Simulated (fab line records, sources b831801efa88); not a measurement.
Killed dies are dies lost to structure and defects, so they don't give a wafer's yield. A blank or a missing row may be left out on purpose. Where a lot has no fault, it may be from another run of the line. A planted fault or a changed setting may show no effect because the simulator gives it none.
fab line records -- flow sky130
[record] lots = 6, wafers = 18, last-day = 50
route steps=708 shown VT_ADJUST_LVTN@104 VT_ADJUST_NCORE@119 PAD_OPEN@708
lots that met no fault: taken from a fault-free run of the same line
start-h: hours from the record's first day to the start of the lot's first wafer shown -- wait-h: time in hours since the lot's previous step -- " identical to the entry in the row above -- L1.1+2: a row that stands for several wafers -- - no value present, or no start provided -- * or withheld: withheld -- < > ~ a bound
route shown NAME@n: names a module that has steps shown in the file, with the first one's number in the route -- usual: mean and standard deviation over wafers with no fault -- same: alike in all rows -- chamber/n: place in a boat -- sites: each site's reading -- _std_site: standard deviation across them -- _edge_site: outer sites' mean less inner sites' -- radius-mm: for every site, how far away it sits from the centre of the wafer -- mask NAME#n: copy n -- behind: the tool/chamber that last shaped the wafer -- hold: what put the lot on hold/how long, in hours/how the hold closed -- device: whichever transistor did not switch (one of n, p or np) -- end of line: the same wafers' tests at the end of the route -- a step given without rows: its recipe and nothing more -- killed: at the first sort, the dies lost to defects and structure; wafer yield is something else -- map: a wafer's dies, x killed, . not, _ none there
set.NAME: the setting that was run; set.NAME@STEP: the one run at that earlier step -- model.NAME: the simulator's own value behind a step, which no gauge read
lots at selected steps of the route; one table per step, one row per wafer
services: when a tool's chamber went out of use (start-h, in hours from the record's first day, below 0 if earlier), for how many hours, and the reason
[[steps]]
[step SKY_VT_ADJUST_LVTN_OVL_MEAS_07]
[usual] VT_ADJUST_LVTN_OVL = 0.2/1.5
lot.wafer,tool,chamber,start-h,wait-h,VT_ADJUST_LVTN_OVL[nm]
L791.1,overlay-02,-,184.31,-,0.3
L791.5,overlay-02,-,184.31,-,-0.5
L791.6,overlay-02,-,184.31,-,-0.6
L795.1,overlay-02,-,214.42,-,-0.1
L795.2,overlay-02,-,214.42,-,-0.1
L795.6,overlay-02,-,214.42,-,0.1
L799.4,overlay-01,-,234.87,-,-2.7
L799.5,overlay-01,-,234.87,-,-1.4
L799.6,overlay-01,-,234.87,-,-0.6
L800.1,overlay-01,-,244.32,-,-0.8
L800.3,overlay-01,-,244.32,-,0.2
L800.6,overlay-01,-,244.32,-,2.0
L805.3,overlay-01,-,270.37,-,-0.1
L805.5,overlay-01,-,270.37,-,-0.3
L805.6,overlay-01,-,270.37,-,2.1
L807.1,overlay-02,-,285.00,-,-0.3
L807.3,overlay-02,-,285.00,-,-0.9
L807.5,overlay-02,-,285.00,-,-1.1
[step SKY_VT_ADJUST_LVTN_IMPLANT_08]
[recipe] species = B, energy-kev = 30, dose-cm2 = 1.57e+12, tilt-deg = withheld
[step SKY_VT_ADJUST_LVTN_STRIP_09]
[recipe] chemistry = O2/N2, power-w = 1400, pressure-mtorr = 1500, platen-temp-c = withheld, o2-flow-sccm = 3000, n2-flow-sccm = 300, overash-fraction = 0.5
[usual] drypump-motor-current-A = 5.55/0.29, o2-flow-sccm = 3001/8.4, oes-product-au = 0.723/0.0043, strip-time-to-endpoint-s = 36.97/0.12
lot.wafer,tool,chamber,start-h,wait-h,drypump-motor-current-A,o2-flow-sccm,oes-product-au,rf-hours-counter-h,strip-time-to-endpoint-s
L791.1,plasma-asher-01,0,184.49,0.1,5.74,2984,0.715,46,36.85
L791.5,plasma-asher-01,0,184.49,0.1,5.72,2984,0.724,-,36.87
L791.6,plasma-asher-01,1,184.49,0.1,5.65,3022,0.717,-,36.95
L795.1,plasma-asher-02,0,214.61,0.1,5.64,3008,0.722,8,36.80
L795.2,plasma-asher-02,1,214.61,0.1,5.27,3003,0.736,8,36.73
L795.6,plasma-asher-02,0,214.61,0.1,5.64,2998,0.723,-,36.84
L799.4,plasma-asher-02,1,235.07,0.1,5.25,2993,0.725,-,36.97
L799.5,plasma-asher-02,0,235.07,0.1,5.68,2988,0.723,-,36.94
L799.6,plasma-asher-02,1,235.07,0.1,5.25,3000,0.733,-,36.98
L800.1,plasma-asher-03,1,244.51,0.1,5.88,3012,0.722,43,37.00
L800.3,plasma-asher-03,0,244.51,0.1,5.03,2998,0.721,-,36.96
L800.6,plasma-asher-03,0,244.51,0.1,5.03,3009,0.723,-,36.91
L805.3,plasma-asher-01,1,270.57,0.1,5.60,3014,0.716,-,36.96
L805.5,plasma-asher-01,1,270.57,0.1,5.62,3000,0.727,-,36.91
L805.6,plasma-asher-01,0,270.57,0.1,5.76,3008,0.723,-,36.87
L807.1,plasma-asher-01,0,285.19,0.1,5.71,3012,0.727,54,37.12
L807.3,plasma-asher-01,1,285.19,0.1,5.63,3003,0.719,-,37.05
L807.5,plasma-asher-01,1,285.19,0.1,5.62,2993,0.723,-,37.14
[step SKY_VT_ADJUST_LVTN_TW_MEAS_10]
[usual] VT_ADJUST_LVTN_TW = 241/3.3
lot.wafer,tool,chamber,start-h,wait-h,VT_ADJUST_LVTN_TW
L791.1,film-metro-04,-,184.59,0.1,246
L791.5,film-metro-04,-,184.59,0.1,246
L791.6,film-metro-04,-,184.59,0.1,246
L795.1,film-metro-04,-,214.71,0.1,245
L795.2,film-metro-04,-,214.71,0.1,245
L795.6,film-metro-04,-,214.71,0.1,247
L799.4,film-metro-02,-,235.17,0.1,237
L799.5,film-metro-02,-,235.17,0.1,238
L799.6,film-metro-02,-,235.17,0.1,237
L800.1,film-metro-02,-,244.61,0.1,238
L800.3,film-metro-02,-,244.61,0.1,237
L800.6,film-metro-02,-,244.61,0.1,238
L805.3,film-metro-03,-,270.66,0.1,242
L805.5,film-metro-03,-,270.66,0.1,242
L805.6,film-metro-03,-,270.66,0.1,242
L807.1,film-metro-04,-,285.29,0.1,247
L807.3,film-metro-04,-,285.29,0.1,245
L807.5,film-metro-04,-,285.29,0.1,244
[step SKY_VT_ADJUST_LVTN_DEHYDRATE_11]
[recipe] temp-c = 200, time-s = 60
[step SKY_VT_ADJUST_LVTN_HMDS_12]
[recipe] prime-time-s = 60, prime-temp-c = 120
[step SKY_VT_ADJUST_LVTN_COAT_13]
[recipe] resist = NOVOLAK, spin-rpm = 3000, resist-thk-nm = 1140
[step SKY_VT_ADJUST_LVTN_SOFTBAKE_14]
[recipe] temp-c = 90, time-s = 60, resist = NOVOLAK
[step SKY_VT_ADJUST_LVTN_EXPOSE_15]
[recipe] mask-id = HVN_STD_DERIVED, na = 0.6, source-shape = conventional, sigma-outer = 0.6, polarization = unpolarized, target-cd-nm = 600, dose-mj = 163
[step SKY_VT_ADJUST_LVTN_PEB_16]
[recipe] temp-c = withheld, time-s = *, resist = NOVOLAK
[step SKY_VT_ADJUST_LVTN_DEVELOP_17]
[recipe] resist = NOVOLAK, developer = TMAH, develop-time-s = 60, dev-temp-c = 23
[step SKY_VT_ADJUST_LVTN_OVL_MEAS_18]
[usual] VT_ADJUST_LVTN_01_OVL = -0.2/1.5
lot.wafer,tool,chamber,start-h,wait-h,VT_ADJUST_LVTN_01_OVL[nm]
L791.1,overlay-01,-,205.42,0.1,-0.5
L791.5,overlay-01,-,205.42,0.1,0.6
L791.6,overlay-01,-,205.42,0.1,-0.7
L795.1,overlay-01,-,236.10,0.1,2.1
L795.2,overlay-01,-,236.10,0.1,0.8
L795.6,overlay-01,-,236.10,0.1,3.4
L799.4,overlay-01,-,258.84,0.1,-0.2
L799.5,overlay-01,-,258.84,0.1,-0.1
L799.6,overlay-01,-,258.84,0.1,-0.1
L800.1,overlay-01,-,268.39,0.1,1.2
L800.3,overlay-01,-,268.39,0.1,0.8
L800.6,overlay-01,-,268.39,0.1,1.3
L805.3,overlay-02,-,295.50,0.1,-1.9
L805.5,overlay-02,-,295.50,0.1,0.3
L805.6,overlay-02,-,295.50,0.1,-0.2
L807.1,overlay-01,-,310.92,0.1,-3.3
L807.3,overlay-01,-,310.92,0.1,-2.4
L807.5,overlay-01,-,310.92,0.1,-1.3
[step SKY_VT_ADJUST_LVTN_IMPLANT_19]
[recipe] species = B, energy-kev = 30, dose-cm2 = 6.5e+11, tilt-deg = withheld
[usual] beam-energy-keV = 30.002/0.0092, dose-ions-cm2 = 6.502e+11/6.3e+08, faraday-current-uA = 3.66/0.072
lot.wafer,tool,chamber,start-h,wait-h,beam-energy-keV,dose-ions-cm2,faraday-current-uA
L791.1,implanter-03,0,205.46,0.0,30.003,6.504e+11,3.72
L791.5,implanter-03,0,205.46,0.0,29.998,6.5e+11,3.63
L791.6,implanter-03,0,205.46,0.0,30.008,6.501e+11,3.59
L795.1,implanter-04,0,236.14,0.0,30.012,6.497e+11,3.68
L795.2,implanter-04,0,236.14,0.0,30.002,6.496e+11,3.71
L795.6,implanter-04,0,236.14,0.0,30.018,6.497e+11,3.61
L799.4,implanter-04,0,258.93,0.1,29.984,9.263e+11,5.13
L799.5,implanter-04,0,258.93,0.1,29.982,9.266e+11,4.97
L799.6,implanter-04,0,258.93,0.1,29.985,9.263e+11,5.28
L800.1,implanter-04,0,268.42,0.0,29.995,9.267e+11,5.23
L800.3,implanter-04,0,268.42,0.0,29.999,9.266e+11,5.39
L800.6,implanter-04,0,268.42,0.0,30.015,9.263e+11,5.28
L805.3,implanter-03,0,295.57,0.1,30.010,6.504e+11,3.70
L805.5,implanter-03,0,295.57,0.1,30.019,6.503e+11,3.78
L805.6,implanter-03,0,295.57,0.1,30.026,6.503e+11,3.55
L807.1,implanter-02,0,310.96,0.0,30.008,6.496e+11,3.61
L807.3,implanter-02,0,310.96,0.0,29.996,6.504e+11,3.71
L807.5,implanter-02,0,310.96,0.0,30.004,6.5e+11,3.62
[step SKY_VT_ADJUST_LVTN_STRIP_20]
[recipe] chemistry = O2/N2, power-w = 1400, pressure-mtorr = 1500, platen-temp-c = withheld, o2-flow-sccm = 3000, n2-flow-sccm = 300, overash-fraction = 0.5
[usual] drypump-motor-current-A = 5.5/0.33, o2-flow-sccm = 3001/8.8, oes-product-au = 0.715/0.0049, strip-time-to-endpoint-s = 14.18/0.039
lot.wafer,tool,chamber,start-h,wait-h,drypump-motor-current-A,o2-flow-sccm,oes-product-au,rf-hours-counter-h,strip-time-to-endpoint-s
L791.1,plasma-asher-03,1,205.61,0.1,5.9,3004,0.717,39,14.23
L791.5,plasma-asher-03,0,205.61,0.1,5.1,2992,0.707,-,14.21
L791.6,plasma-asher-03,1,205.61,0.1,5.9,2989,0.721,-,14.22
L795.1,plasma-asher-01,0,236.29,0.1,5.7,3005,0.717,52,14.21
L795.2,plasma-asher-01,1,236.29,0.1,5.6,3005,0.715,52,14.19
L795.6,plasma-asher-01,1,236.29,0.1,5.7,3008,0.714,-,14.23
L799.4,plasma-asher-03,0,259.04,0.1,5.1,2990,0.719,-,14.15
L799.5,plasma-asher-03,0,259.04,0.1,5.0,3002,0.712,-,14.13
L799.6,plasma-asher-03,1,259.04,0.1,5.9,2993,0.709,-,14.15
L800.1,plasma-asher-03,0,268.57,0.1,5.0,3004,0.720,46,14.20
L800.3,plasma-asher-03,1,268.57,0.1,5.9,3007,0.714,-,14.17
L800.6,plasma-asher-03,1,268.57,0.1,5.9,3007,0.709,-,14.15
L805.3,plasma-asher-02,0,295.71,0.1,5.6,3000,0.714,-,14.19
L805.5,plasma-asher-02,0,295.71,0.1,5.6,3009,0.721,-,14.21
L805.6,plasma-asher-02,1,295.71,0.1,5.2,2998,0.714,-,14.14
L807.1,plasma-asher-02,1,311.11,0.1,5.3,2983,0.721,19,14.22
L807.3,plasma-asher-02,0,311.11,0.1,5.6,2997,0.711,-,14.17
L807.5,plasma-asher-02,0,311.11,0.1,5.6,2977,0.718,-,14.19
[step SKY_VT_ADJUST_LVTN_TW_MEAS_21]
[usual] VT_ADJUST_LVTN_2_TW = 188/3
lot.wafer,tool,chamber,start-h,wait-h,VT_ADJUST_LVTN_2_TW
L791.1,film-metro-03,-,205.71,0.1,189
L791.5,film-metro-03,-,205.71,0.1,189
L791.6,film-metro-03,-,205.71,0.1,189
L795.1,film-metro-03,-,236.39,0.1,189
L795.2,film-metro-03,-,236.39,0.1,188
L795.6,film-metro-03,-,236.39,0.1,188
L799.4,film-metro-03,-,259.14,0.1,208
L799.5,film-metro-03,-,259.14,0.1,209
L799.6,film-metro-03,-,259.14,0.1,209
L800.1,film-metro-02,-,268.67,0.1,202
L800.3,film-metro-02,-,268.67,0.1,203
L800.6,film-metro-02,-,268.67,0.1,203
L805.3,film-metro-04,-,295.79,0.1,191
L805.5,film-metro-04,-,295.79,0.1,192
L805.6,film-metro-04,-,295.79,0.1,190
L807.1,film-metro-02,-,311.21,0.1,184
L807.3,film-metro-02,-,311.21,0.1,184
L807.5,film-metro-02,-,311.21,0.1,184
[step SKY_VT_ADJUST_NCORE_DEHYDRATE_00]
[recipe] temp-c = 200, time-s = 60
[step SKY_PAD_OPEN_PROBE_99]
[usual] killed_at_M0_to_M3 = 45/7.1, killed_at_M4_up = 3.0/1.8, killed-at-contacts = 24/5.4, killed-at-front-end = 16/4.9, killed-at-other = 0.3/0.63, killed-dies = 88/11, killed-open = 47/7.4, killed-short = 40/7
[same] gross-dies = 492, killed-at-back-side = 0
lot.wafer,tool,chamber,start-h,wait-h,killed_at_M0_to_M3,killed_at_M4_up,killed-at-contacts,killed-at-front-end,killed-at-other,killed-dies,killed-open,killed-short,model.etest.res-pwell-under-gate.rs-ohm-sq,model.etest.tip_n_5v.rs-ohm-sq,model.etest.nfet_16v.body-rise-v,model.etest.nfet-g5v0d10v5.body-rise-v,model.etest.nfet-g5v0d10v5.vt-sat-v,model.etest.nfet-g5v0d10v5.vt-v,model.etest.nfet_16v.vt-v,model.etest.nfet-g5v0d10v5.vt-long-v
L791.1,prober-01,-,1112.78,0.1,44,3,31,17,1,96,52,44,2280,1367,0.6482,0.6497,0.7686,0.8238,0.766,0.8084
L791.5,prober-01,-,1112.98,0.2,37,5,26,13,0,81,48,32,2288,1372,0.6478,0.6473,0.7509,0.8118,0.7576,0.8034
L791.6,prober-01,-,1113.03,0.2,47,1,31,12,0,91,61,30,2261,1382,0.6496,0.6506,0.761,0.8154,0.7644,0.8103
L795.1,prober-01,-,1140.02,0.1,53,4,40,13,1,111,60,51,2304,1409,0.6842,0.6835,0.7817,0.8403,0.7776,0.8227
L795.2,prober-01,-,1140.07,0.1,49,0,22,29,0,100,55,45,2284,1409,0.6863,0.6844,0.7771,0.8362,0.782,0.8274
L795.6,prober-01,-,1140.27,0.2,49,3,20,17,0,89,56,33,2301,1405,0.6901,0.6885,0.7759,0.8356,0.7846,0.8264
L799.4,prober-01,-,1156.27,0.2,41,2,15,14,0,72,40,32,2238,1411,0.697,0.6978,0.7794,0.8303,0.7763,0.8159
L799.5,prober-01,-,1156.32,0.2,43,3,20,12,0,78,38,40,2232,1415,0.6947,0.6917,0.7928,0.842,0.7694,0.8164
L799.6,prober-01,-,1156.37,0.2,41,1,25,14,0,81,45,36,2231,1418,0.6979,0.6957,0.7862,0.8364,0.7784,0.8213
L800.1,prober-02,-,1167.21,0.1,57,3,22,17,2,101,49,50,2231,1396,0.6971,0.6937,0.789,0.841,0.7834,0.8263
L800.3,prober-02,-,1167.31,0.2,39,5,27,18,0,89,57,32,2224,1395,0.7039,0.7018,0.8044,0.8583,0.7947,0.8377
L800.6,prober-02,-,1167.46,0.2,49,0,27,19,2,97,53,43,2229,1396,0.6896,0.6859,0.7783,0.832,0.7762,0.8171
L805.3,prober-01,-,1184.79,0.2,48,3,31,8,0,90,46,44,2252,1382,0.6796,0.6792,0.7802,0.839,0.7803,0.8243
L805.5,prober-01,-,1184.89,0.2,37,2,20,11,1,71,37,34,2270,1397,0.6738,0.6724,0.7838,0.8399,0.7776,0.8247
L805.6,prober-01,-,1184.94,0.2,49,2,25,10,1,87,46,41,2261,1391,0.6768,0.6778,0.773,0.8299,0.7783,0.8204
L807.1,prober-01,-,1194.22,0.1,41,2,23,13,0,79,37,42,2300,1384,0.673,0.6748,0.7653,0.8239,0.7711,0.8161
L807.3,prober-01,-,1194.32,0.2,26,3,28,17,0,74,38,36,2291,1384,0.6751,0.6735,0.7715,0.8295,0.7772,0.8177
L807.5,prober-01,-,1194.42,0.2,51,1,22,6,1,81,48,33,2280,1393,0.6712,0.67,0.772,0.8309,0.7804,0.825
// killed by level:class
L791.1 VIA1:geometric-particle:open=13 CONTACT:geometric-particle:open=10 LOCAL_INTERCONNECT:geometric-particle:short=8 LI_CONTACT:geometric-particle:open=8 FIELD_ISO:geometric-particle:short=5 METAL2:geometric-particle:short=5 METAL1:geometric-particle:short=5 VIA3:geometric-particle:open=5
L791.5 VIA2:geometric-particle:open=10 CONTACT:geometric-particle:open=9 VIA3:geometric-particle:open=7 LI_CONTACT:geometric-particle:open=6 VIA1:geometric-particle:open=6 LOCAL_INTERCONNECT:geometric-particle:short=5 SPACER:geometric-particle:short=3 LOCAL_INTERCONNECT:geometric-particle:open=3
L791.6 CONTACT:geometric-particle:open=13 VIA1:geometric-particle:open=12 FIELD_ISO:geometric-particle:open=8 LI_CONTACT:geometric-particle:open=8 VIA3:geometric-particle:open=8 VIA2:geometric-particle:open=6 VIA3:geometric-particle:short=5 LOCAL_INTERCONNECT:geometric-particle:short=5
L795.1 CONTACT:geometric-particle:open=16 VIA1:geometric-particle:open=15 CONTACT:geometric-particle:short=8 VIA3:geometric-particle:open=8 LOCAL_INTERCONNECT:geometric-particle:short=7 METAL2:geometric-particle:short=6 VIA2:geometric-particle:open=6 METAL3:geometric-particle:short=6
L795.2 VIA1:geometric-particle:open=16 FIELD_ISO:geometric-particle:short=12 VIA3:geometric-particle:open=7 LI_CONTACT:geometric-particle:open=7 CONTACT:geometric-particle:open=7 FIELD_ISO:geometric-particle:open=6 POLY_GATE:geometric-particle:short=6 METAL1:geometric-particle:short=5
L795.6 VIA1:geometric-particle:open=16 CONTACT:geometric-particle:open=11 VIA3:geometric-particle:open=9 FIELD_ISO:geometric-particle:short=6 VIA2:geometric-particle:open=6 VIA1:geometric-particle:short=5 METAL2:geometric-particle:short=4 CONTACT:geometric-particle:short=3
L799.4 CONTACT:geometric-particle:open=8 VIA1:geometric-particle:open=8 VIA3:geometric-particle:open=7 FIELD_ISO:geometric-particle:short=6 METAL1:geometric-particle:short=6 METAL2:geometric-particle:short=5 VIA2:geometric-particle:short=4 FIELD_ISO:geometric-particle:open=3
L799.5 METAL1:geometric-particle:short=10 VIA3:geometric-particle:open=9 VIA1:geometric-particle:open=6 CONTACT:geometric-particle:open=6 FIELD_ISO:geometric-particle:short=5 LI_CONTACT:geometric-particle:open=5 LOCAL_INTERCONNECT:geometric-particle:short=4 VIA2:geometric-particle:open=4
L799.6 CONTACT:geometric-particle:open=11 VIA1:geometric-particle:open=11 VIA2:geometric-particle:open=6 POLY_GATE:geometric-particle:open=5 LI_CONTACT:geometric-particle:open=5 METAL2:geometric-particle:short=5 METAL1:geometric-particle:short=5 LI_CONTACT:geometric-particle:short=4
L800.1 VIA3:geometric-particle:open=15 VIA1:geometric-particle:short=9 VIA1:geometric-particle:open=8 METAL1:geometric-particle:short=8 CONTACT:geometric-particle:open=7 VIA2:geometric-particle:short=7 CONTACT:geometric-particle:short=6 POLY_GATE:geometric-particle:short=5
L800.3 VIA1:geometric-particle:open=10 LI_CONTACT:geometric-particle:open=9 VIA3:geometric-particle:open=9 CONTACT:geometric-particle:open=8 POLY_GATE:geometric-particle:short=6 POLY_GATE:geometric-particle:open=6 LOCAL_INTERCONNECT:geometric-particle:short=6 METAL1:geometric-particle:short=6
L800.6 CONTACT:geometric-particle:open=10 LI_CONTACT:geometric-particle:open=8 METAL1:geometric-particle:short=8 CONTACT:geometric-particle:short=7 VIA3:geometric-particle:open=7 VIA1:geometric-particle:open=7 VIA2:geometric-particle:open=7 POLY_GATE:geometric-particle:open=6
L805.3 CONTACT:geometric-particle:open=13 VIA2:geometric-particle:open=8 METAL2:geometric-particle:short=7 LI_CONTACT:geometric-particle:short=6 METAL1:geometric-particle:short=6 VIA3:geometric-particle:open=6 LI_CONTACT:geometric-particle:open=5 VIA1:geometric-particle:open=5
L805.5 VIA2:geometric-particle:open=9 CONTACT:geometric-particle:open=7 VIA3:geometric-particle:open=7 CONTACT:geometric-particle:short=6 LI_CONTACT:geometric-particle:open=5 POLY_GATE:geometric-particle:short=4 METAL3:geometric-particle:short=4 METAL1:geometric-particle:short=4
L805.6 VIA2:geometric-particle:open=10 VIA3:geometric-particle:open=10 CONTACT:geometric-particle:open=8 METAL1:geometric-particle:short=7 LI_CONTACT:geometric-particle:open=6 LOCAL_INTERCONNECT:geometric-particle:short=6 METAL2:geometric-particle:short=6 VIA1:geometric-particle:open=5
L807.1 CONTACT:geometric-particle:short=11 VIA2:geometric-particle:open=10 CONTACT:geometric-particle:open=8 METAL2:geometric-particle:short=6 VIA1:geometric-particle:open=5 FIELD_ISO:geometric-particle:short=4 VIA2:geometric-particle:short=4 VIA3:geometric-particle:short=4
L807.3 LI_CONTACT:geometric-particle:open=8 CONTACT:geometric-particle:short=7 FIELD_ISO:geometric-particle:short=6 VIA1:geometric-particle:open=6 VIA3:geometric-particle:open=6 LOCAL_INTERCONNECT:geometric-particle:short=5 CONTACT:geometric-particle:open=5 FIELD_ISO:geometric-particle:open=4
L807.5 CONTACT:geometric-particle:open=11 VIA3:geometric-particle:open=11 VIA1:geometric-particle:open=8 METAL2:geometric-particle:short=7 VIA2:geometric-particle:open=6 LI_CONTACT:geometric-particle:open=5 VIA2:geometric-particle:short=5 CONTACT:geometric-particle:short=4
[[services]]
tool,chamber,start-h,hours,kind
plasma-asher-03,-,172.73,1.1,repair
plasma-asher-02,-,180.17,11.2,repair
plasma-asher-02,-,192.33,2.3,repair
plasma-asher-01,-,237.31,25.0,pm
implanter-04,-,243.40,2.1,pm
implanter-03,-,256.65,2.2,repair
implanter-02,-,269.82,3.2,repair
plasma-asher-02,-,285.86,2.8,pm
implanter-03,-,287.08,3.8,pm
implanter-03,-,301.97,47.4,repair
[[key]]
[first-sign] step = SKY_VT_ADJUST_LVTN_IMPLANT_19, reading = dose-ions-cm2, direction = up, sigmas = 99+, usual = *, struck = *
[effect] step = SKY_VT_ADJUST_LVTN_IMPLANT_19, reading = faraday-current-uA, direction = up, sigmas = 21, usual = 3.66, struck = 5.21
[effect] step = SKY_VT_ADJUST_LVTN_TW_MEAS_21, reading = VT_ADJUST_LVTN_2_TW, direction = up, sigmas = 5.8, usual = 188, struck = 206
[model-effect] step = SKY_PAD_OPEN_PROBE_99, value = etest.res-pwell-under-gate.rs-ohm-sq, without = 2280, struck = 2231
met-at SKY_VT_ADJUST_LVTN_IMPLANT_19
struck-wafers L799.4,L799.5,L799.6,L800.1,L800.3,L800.6
tester-left-out L799,L800
onset-between 236.14 258.93
[fault] kind = process-parameter-drift, tool = implanter-04, chamber = -, onset-h = 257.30, steps = SKY_VT_ADJUST_LVTN_IMPLANT_19, channel = dose-cm2, offset = *, shape = step, end-h = 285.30, acts-in = *, stated = *
// tester-left-out: of these lots the tester's yield and bins aren't shown, on N5 and GAA mostly nor the transistor test; their killed dies are dies lost to structure and defects alone, not to doping, threshold or leakage, so they don't give the yield
